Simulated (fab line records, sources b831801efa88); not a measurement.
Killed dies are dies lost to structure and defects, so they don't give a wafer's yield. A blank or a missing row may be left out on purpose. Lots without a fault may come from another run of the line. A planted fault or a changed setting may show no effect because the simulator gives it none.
Problem report in the 8D (eight disciplines) form, filled by code | flow gf180mcu | the parts of the form that need people (team, actions taken, sign-off) are left out

1. THE PROBLEM
LVPWELL_TW at GF_LVPWELL_TW_MEAS_11 reads a mean of 523 on 9 wafers of 3 lots; wafers without a fault read 556 with a standard deviation of 4. That is -8.3 standard deviations from the usual mean.
First seen on wafer L433.2, day 5 09:49, on film_metro-04. The record holds 39 wafers of 13 lots with a number at this step. Rule for "out", or "out of limits": more than 4 standard deviations from the usual mean. The other wafers with a number count as sound.

2. WHAT IT IS AND WHAT IT IS NOT
question                    | is                                          | is not
which readings at this step | LVPWELL_TW                                  | -
which lots                  | L433, L434, L435                            | L432, L441, L442, L443, L444, L445, L446, L447, L449, L450
which wafers of those lots  | all that have a number                      | -
read on which gauges        | film_metro-01, film_metro-03, film_metro-04 | -
when                        | from day 5 09:49                            | up to then (3 sound wafers); but 27 sound wafers of L441, L442, L443, L444, L445, L446, L447, L449, L450 came after

3. SUSPECTS, AND WHAT RULES EACH OUT
Counting: a tool at a process step up to the reading stays a suspect if it ran every lot that is out and no sound lot after the first of them.
- the gauge at GF_LVPWELL_TW_MEAS_11: ruled out. The wafers that are out were read on 3 gauges (film_metro-01, film_metro-03, film_metro-04).
- implanter-04 at GF_LVPWELL_IMPLANT_09: ruled out as a lasting fault. Sound lots L446, L450 ran on it after its first lot that is out, L433 (day 5 09:35).
Left after counting: nothing in the record.

4. THE CAUSE (what the simulator had put in)
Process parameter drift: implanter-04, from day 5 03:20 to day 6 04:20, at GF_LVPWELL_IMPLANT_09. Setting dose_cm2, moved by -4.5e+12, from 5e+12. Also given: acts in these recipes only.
Counting ruled it out, wrongly: the rule takes a fault to strike every lot that its tool runs from its start on, and this one did not.

5. THE CHAIN OF EFFECTS, in route order
Each row: a reading whose mean over the struck wafers that have a number lies more than 3 standard deviations from the usual. Only readings for which the record gives a usual standard deviation are gone through. hours: the time from each lot's start at the first step in this table that gives one to its start at this step, as a median over the lots. sigmas: the change in usual standard deviations.
hours | step                     | reading            | usual         | on struck wafers | change | sigmas
0     | GF_LVPWELL_IMPLANT_09    | dose_ions_cm2      | 5e+12         | 5e+11            | -5e+12 | -99 or more
0     | GF_LVPWELL_IMPLANT_09    | faraday_current_uA | 28.2          | 2.8              | -25.4  | -47
0     | GF_LVPWELL_TW_MEAS_11    | LVPWELL_TW         | 556           | 523              | -33    | -8.3
98    | GF_VT_IMPLANT_RS_MEAS_48 | LVPWELL_RS         | 1220.7 ohm/sq | 1525.2           | +304.5 | +99 or more
The process steps in it:
- GF_LVPWELL_IMPLANT_09
Later measuring or inspecting steps at which every struck wafer that the step has a row for has a number for every such reading, and none has moved that far: GF_MVSD_OVL_MEAS_07, GF_PSD_OVL_MEAS_08.

6. WHAT WOULD HAVE CAUGHT IT SOONER
In this record the first reading out of limits at a measuring or inspecting step was taken at day 5 09:49, 6 hours after the fault began at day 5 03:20.
The tool's own readings at GF_LVPWELL_IMPLANT_09 were out on every struck wafer that the step has a row for (dose_ions_cm2, faraday_current_uA): an alarm limit on them would have fired on the first of those.
